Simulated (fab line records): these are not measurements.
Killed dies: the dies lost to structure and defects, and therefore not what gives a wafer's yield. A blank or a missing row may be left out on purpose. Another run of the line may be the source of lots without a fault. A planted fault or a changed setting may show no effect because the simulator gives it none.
The tool behind it: which one? | flow sky130 | 42 wafers from 14 lots sampled at 3 of the route's 708 steps

== WHAT THE GAUGES SHOWED, per wafer ==
SKY_VT_ADJUST_LVTN_OVL_MEAS_18. Usual: VT_ADJUST_LVTN_01_OVL typically reads -0.1 nm, with standard deviation 1.4.
lot  | measured     | on         | VT_ADJUST_LVTN_01_OVL (nm) | flag
L927 | day 8 06:16  | overlay-02 | -0.3 0.2 1.5               |
L928 | day 8 10:32  | overlay-01 | -0.2 -0.7 -0.2             |
L931 | day 9 04:32  | overlay-01 | -0.4 -1.2 -0.9             |
L932 | day 9 10:49  | overlay-02 | -0.9 1.8 0.6               |
L936 | day 10 22:10 | overlay-01 | 0.2 -0.1 0.6               |
L938 | day 11 07:29 | overlay-01 | 2.0 1.0 0.4                |
L940 | day 11 22:52 | overlay-02 | -3.8 -2.9 -2.9             |
L941 | day 12 00:07 | overlay-02 | -1.7 -0.6 -0.7             |
L942 | day 12 05:53 | overlay-02 | 0.5 1.5 -1.2               |
L945 | day 12 23:07 | overlay-02 | 0.3 -0.6 -0.3              |
L946 | day 13 08:11 | overlay-02 | -0.5 -2.9 -1.9             |
L947 | day 13 15:52 | overlay-02 | -0.8 -1.2 0.9              |
L948 | day 14 00:32 | overlay-02 | -0.1 0.2 -1.5              |
L949 | day 14 09:53 | overlay-01 | 0.1 1.5 0.3                |

SKY_POLY_GATE_OVL_MEAS_14. Usual: POLY_GATE_OVL typically reads -7 nm, with standard deviation 5.7.
lot  | measured     | on         | POLY_GATE_OVL (nm) | flag
L927 | day 17 19:09 | overlay-01 | -10 -1 -11         |
L928 | day 17 18:49 | overlay-01 | 3 -9 -7            |
L931 | day 18 03:25 | overlay-02 | -6 -6 -13          |
L932 | day 18 19:28 | overlay-02 | -6 -10 1           |
L936 | day 21 05:18 | overlay-02 | -1 0 -3            |
L938 | day 21 11:38 | overlay-02 | -10 -1 -2          |
L940 | day 22 07:26 | overlay-02 | 0 0 -3             |
L941 | day 22 05:38 | overlay-01 | -9 -5 1            |
L942 | day 22 07:17 | overlay-01 | -8 -8 -13          |
L945 | day 23 00:17 | overlay-01 | 9 8 1              |
L946 | day 24 05:52 | overlay-02 | -10 -1 -12         |
L947 | day 24 06:09 | overlay-01 | -10 -13 -15        |
L948 | day 24 07:50 | overlay-02 | -2 -5 -2           |
L949 | day 24 15:40 | overlay-02 | 0 4 4              |

== EACH LOT AND THE TOOL THAT RAN IT (in order: tool; ch and the chambers of the sampled wafers; start) ==
lot  | SKY_VT_ADJUST_PCH_STRIP_09
L927 | plasma_asher-04 ch 0,1, day 11 01:07
L928 | plasma_asher-02 ch 0,1, day 11 04:40
L931 | plasma_asher-02 ch 0,1, day 12 01:07
L932 | plasma_asher-03 ch 0,1, day 12 08:43
L936 | plasma_asher-04 ch 0,1, day 13 22:55
L938 | plasma_asher-03 ch 0,1, day 14 10:01
L940 | plasma_asher-04 ch 0,1, day 15 02:54
L941 | plasma_asher-03 ch 0,1, day 15 04:46
L942 | plasma_asher-02 ch 0,1, day 15 08:46
L945 | plasma_asher-02 ch 1, day 16 05:30
L946 | plasma_asher-03 ch 1, day 16 15:31
L947 | plasma_asher-02 ch 0,1, day 16 22:51
L948 | plasma_asher-02 ch 0,1, day 17 11:33
L949 | plasma_asher-04 ch 0,1, day 17 19:34
- SKY_VT_ADJUST_PCH_STRIP_09: strips in O2/N2.

== AS READ BY THE TOOLS THEMSELVES (means over the sampled wafers that have a number; for cases with no such wafer, the mark the record gives instead) ==
SKY_VT_ADJUST_PCH_STRIP_09. Usual: drypump_motor_current_A 5.7 A, standard deviation 0.37; o2_flow_sccm 3000 sccm, standard deviation 9.4; oes_product_au 0.722 a.u., standard deviation 0.0043; strip_time_to_endpoint_s 36.89 s, standard deviation 0.1.
lot  | tool            | drypump_motor_current_A (A) | o2_flow_sccm (sccm) | oes_product_au (a.u.) | strip_time_to_endpoint_s (s) | flag
L927 | plasma_asher-04 | 5.7                         | 2991                | 0.723                 | 36.81                        |
L928 | plasma_asher-02 | 5.9                         | 3003                | 0.721                 | 36.89                        |
L931 | plasma_asher-02 | 5.9                         | 3000                | 0.724                 | 36.92                        |
L932 | plasma_asher-03 | 5.8                         | 3002                | 0.724                 | 36.86                        |
L936 | plasma_asher-04 | 5.7                         | 3006                | 0.719                 | 36.90                        |
L938 | plasma_asher-03 | 5.7                         | 2998                | 0.729                 | 37.01                        |
L940 | plasma_asher-04 | 5.7                         | 3003                | 0.724                 | 37.06                        |
L941 | plasma_asher-03 | 5.8                         | 2995                | 0.719                 | 36.88                        |
L942 | plasma_asher-02 | 5.6                         | 2991                | 0.720                 | 36.91                        |
L945 | plasma_asher-02 | 6.2                         | 3009                | 0.724                 | 36.84                        |
L946 | plasma_asher-03 | 5.3                         | 2985                | 0.720                 | 36.89                        |
L947 | plasma_asher-02 | 5.9                         | 2991                | 0.724                 | 36.82                        |
L948 | plasma_asher-02 | 5.9                         | 3003                | 0.720                 | 36.81                        |
L949 | plasma_asher-04 | 5.9                         | 3002                | 0.726                 | 37.04                        |

== THE ANSWER, worked out from the rows above alone ==
Rule: lot off if the mean of its wafers having a number is beyond 3 standard deviations from the usual mean. Also off: a lot with no number at a reading for which 4 or more lots have one. All remaining lots with rows at the step are treated as sound. First the gauges in route order, then the tools' own readings, where a lot's mean is used as printed above. At the first step where some lot is off, the reading lying furthest off is the one used; lots without a number count as furthest.
No lot is off at any reading shown: from this, nothing can be told.

== WHAT WAS PUT IN BY THE SIMULATOR ==
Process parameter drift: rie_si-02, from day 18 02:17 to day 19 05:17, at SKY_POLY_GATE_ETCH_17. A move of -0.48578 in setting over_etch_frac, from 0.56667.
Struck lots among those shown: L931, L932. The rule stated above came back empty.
